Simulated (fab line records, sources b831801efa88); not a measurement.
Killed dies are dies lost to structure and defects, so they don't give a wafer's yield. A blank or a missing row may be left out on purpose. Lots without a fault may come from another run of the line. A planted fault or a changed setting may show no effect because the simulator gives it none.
Chamber matching | flow sky130 | SKY_CONTACT_CMP_27 on cmp-02: 4 sister chambers
The step polishes, stops on SiO2, t overpolish 15 s, target thk 0 nm. 4 wafers are shown with their chamber, then 9 later ones without.

WAFERS WITH THEIR CHAMBER
wafer  | chamber | motor_current_A (A)
L710.4 | 1       | 10.2
L711.1 | 2       | 11.4
L711.4 | 0       | 8.9
L711.5 | 3       | 12.0

WAFERS WITHOUT THEIR CHAMBER
wafer  | motor_current_A (A)
L712.3 | 10.7
L712.4 | 11.0
L712.6 | 12.8
L713.1 | 11.1
L713.2 | 8.7
L713.3 | 10.9
L714.2 | 12.9
L714.3 | 11.2
L714.4 | 11.5

WHICH CHAMBER EACH WENT THROUGH
wafer  | from the rows above          | in truth
L712.3 | can't be placed: 1 or 2 or 3 | 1
L712.4 | can't be placed: 2 or 1 or 3 | 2
L712.6 | can't be placed: 3 or 2      | 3
L713.1 | can't be placed: 2 or 1 or 3 | 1
L713.2 | 0                            | 0
L713.3 | can't be placed: 2 or 1 or 3 | 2
L714.2 | can't be placed: 3 or 2      | 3
L714.3 | can't be placed: 2 or 3 or 1 | 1
L714.4 | can't be placed: 2 or 3      | 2
Placed correctly: 1 of 9. Can't be placed from these rows: 8 (the true chamber is among the candidates in 8). Placed wrongly: 0.
How it was worked out, from the rows above alone: a wafer's distance from a chamber is the root of the sum, over the readings, of the square of ((its reading less the chamber's mean) divided by the reading's scatter). The wafer belongs to the nearest chamber; if the next one is less than 2 further off, it can't be placed. A chamber's mean is the mean of its shown wafers. The scatter: with one shown wafer a chamber, the root of the mean of the squares of how far each hidden wafer lies from its nearest shown one.
